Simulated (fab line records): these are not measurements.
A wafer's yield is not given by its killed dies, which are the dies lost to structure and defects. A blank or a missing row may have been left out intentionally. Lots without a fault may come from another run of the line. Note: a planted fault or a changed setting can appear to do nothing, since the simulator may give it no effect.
Which of the tools did it? | flow gf180mcu | 36 wafers from 12 lots sampled at 4 of the route's 602 steps

== WHAT EACH GAUGE READ, for each wafer ==
GF_V3_OVL_MEAS_15.
lot  | measured     | on         | V3_OVL (nm)
L075 | day 22 19:07 | overlay-01 | -3 2 4
L078 | day 24 00:13 | overlay-02 | -5 -1 -1
L079 | day 24 12:28 | overlay-01 | 7 7 6
L081 | day 25 04:17 | overlay-01 | 2 7 -2
L083 | day 25 18:52 | overlay-02 | -5 -5 -11
L085 | day 26 12:46 | overlay-01 | -3 -5 6
L087 | day 26 22:37 | overlay-01 | 4 -1 3
L089 | day 27 16:50 | overlay-02 | 7 0 7
L091 | day 28 01:32 | overlay-01 | 1 0 3
L093 | day 28 19:19 | overlay-01 | 0 -6 1
L095 | day 29 06:11 | overlay-02 | -3 7 -7
L097 | day 29 17:40 | overlay-02 | 6 8 10

== WHAT TOOL EACH LOT RAN ON (gives the tool, then ch and the chambers of the sampled wafers, and finally the start) ==
lot  | GF_V2_STRIP_18                       | GF_M3_STRIP_17                       | GF_V3_CVD_02
L075 | plasma-asher-01 ch 0,1, day 20 16:20 | plasma-asher-03 ch 0,1, day 21 17:49 | pecvd-04 ch 0,1,2, day 21 18:29
L078 | plasma-asher-04 ch 0,1, day 22 00:35 | plasma-asher-02 ch 0,1, day 23 00:51 | pecvd-03 ch 0,1,2, day 23 01:32
L079 | plasma-asher-04 ch 0,1, day 22 13:13 | plasma-asher-01 ch 0,1, day 23 13:04 | pecvd-01 ch 0,1, day 23 13:44
L081 | plasma-asher-03 ch 0,1, day 23 04:47 | plasma-asher-03 ch 0,1, day 24 05:21 | pecvd-03 ch 0,1,2, day 24 06:01
L083 | plasma-asher-04 ch 0,1, day 23 21:14 | plasma-asher-03 ch 0, day 24 20:23   | pecvd-03 ch 0,1, day 24 21:03
L085 | plasma-asher-01 ch 0,1, day 24 14:55 | plasma-asher-03 ch 0,1, day 25 14:21 | pecvd-04 ch 0,2, day 25 15:04
L087 | plasma-asher-03 ch 0,1, day 25 01:36 | plasma-asher-01 ch 0,1, day 26 00:42 | pecvd-01 ch 0,1, day 26 01:22
L089 | plasma-asher-04 ch 0,1, day 25 20:47 | plasma-asher-01 ch 0,1, day 26 19:18 | pecvd-03 ch 0,1,2, day 26 19:58
L091 | plasma-asher-04 ch 0,1, day 26 06:22 | plasma-asher-01 ch 1, day 27 04:09   | pecvd-03 ch 0,2, day 27 04:49
L093 | plasma-asher-03 ch 0,1, day 27 01:22 | plasma-asher-02 ch 0,1, day 27 22:25 | pecvd-04 ch 1,2, day 27 23:05
L095 | plasma-asher-04 ch 0,1, day 27 12:17 | plasma-asher-03 ch 0,1, day 28 10:11 | pecvd-03 ch 1,2, day 28 10:51
L097 | plasma-asher-04 ch 0,1, day 28 00:16 | plasma-asher-02 ch 0,1, day 28 21:25 | pecvd-03 ch 0,1, day 28 22:05
- GF_V2_STRIP_18: strips in O2/N2.
- GF_M3_STRIP_17: strips in O2/N2.
- GF_V3_CVD_02: deposits SiO2 from TEOS, target thk 850 nm, time 94.851 s.

== THE ANSWER, worked out from the rows above alone ==
Rule: what is usual is taken from the lots themselves. The widest of any qualifying gaps counts: lots, ordered by their means at a reading, are off when they make up no more than a third of the lots, leave a main group of 4 or more, and stand apart from it by 3 or more times the standard deviation of that group's means. If all means in a main group match to the digits the tables above print for the reading, that group is not used. A lot without any number at a reading at which 4 lots or more have one is off too. Any other lot the step has rows for is counted as sound.
None of the lots is off at any reading shown; this tells nothing.

== WHAT HAD BEEN PUT IN BY THE SIMULATOR ==
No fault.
